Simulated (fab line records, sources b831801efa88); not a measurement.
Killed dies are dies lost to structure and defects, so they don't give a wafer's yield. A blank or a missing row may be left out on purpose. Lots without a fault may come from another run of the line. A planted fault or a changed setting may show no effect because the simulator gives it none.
Which tool did it? | flow sky130 | 14 lots, 42 wafers sampled, at 1 step of a route of 708

WHAT THE GAUGES READ, wafer by wafer
SKY_CONTACT_OVL_MEAS_15. Usual: CONTACT_OVL 1 nm, standard deviation 6.
lot  | measured     | on         | CONTACT_OVL (nm) | flag
L838 | day 31 21:27 | overlay-01 | 5 6 8            |
L839 | day 32 11:28 | overlay-01 | -8 -8 -6         |
L841 | day 32 14:58 | overlay-01 | 5 4 -5           |
L842 | day 32 23:13 | overlay-02 | 1 -2 3           |
L844 | day 33 23:31 | overlay-01 | 10 0 8           |
L845 | day 34 11:21 | overlay-01 | -7 0 -11         |
L851 | day 36 00:12 | overlay-01 | 7 8 4            |
L854 | day 36 20:49 | overlay-02 | 1 -1 -3          |
L855 | day 37 04:37 | overlay-02 | -8 1 -2          |
L856 | day 37 07:18 | overlay-01 | -9 -3 -2         |
L858 | day 38 00:40 | overlay-02 | 6 1 -5           |
L859 | day 38 20:48 | overlay-01 | 16 8 9           |
L860 | day 38 21:49 | overlay-01 | -3 2 8           |
L861 | day 38 23:04 | overlay-01 | -1 5 -2          |

WHICH TOOL RAN EACH LOT (tool, then ch and the chambers of the sampled wafers, then the start)
The record holds no process step before these readings.

WHAT THE TOOLS THEMSELVES READ (means of the sampled wafers that have a number; where no wafer has one, the mark that the record gives instead)
The record holds no such reading with a usual standard deviation.

THE ANSWER, worked out from the rows above alone
Rule: a lot is off if the mean of its wafers that have a number lies more than 3 standard deviations from the usual mean. A lot without any number at a reading at which 4 lots or more have one is off too. The other lots that the step has rows for count as sound. The gauges are gone through in route order, then the tools' own readings, and for those a lot's mean is taken as printed above. The first step at which some lot is off is used, and at that step the reading that is off furthest; a lot without a number counts as furthest.
No lot is off at any reading shown: from this, nothing can be told.

WHAT THE SIMULATOR HAD PUT IN
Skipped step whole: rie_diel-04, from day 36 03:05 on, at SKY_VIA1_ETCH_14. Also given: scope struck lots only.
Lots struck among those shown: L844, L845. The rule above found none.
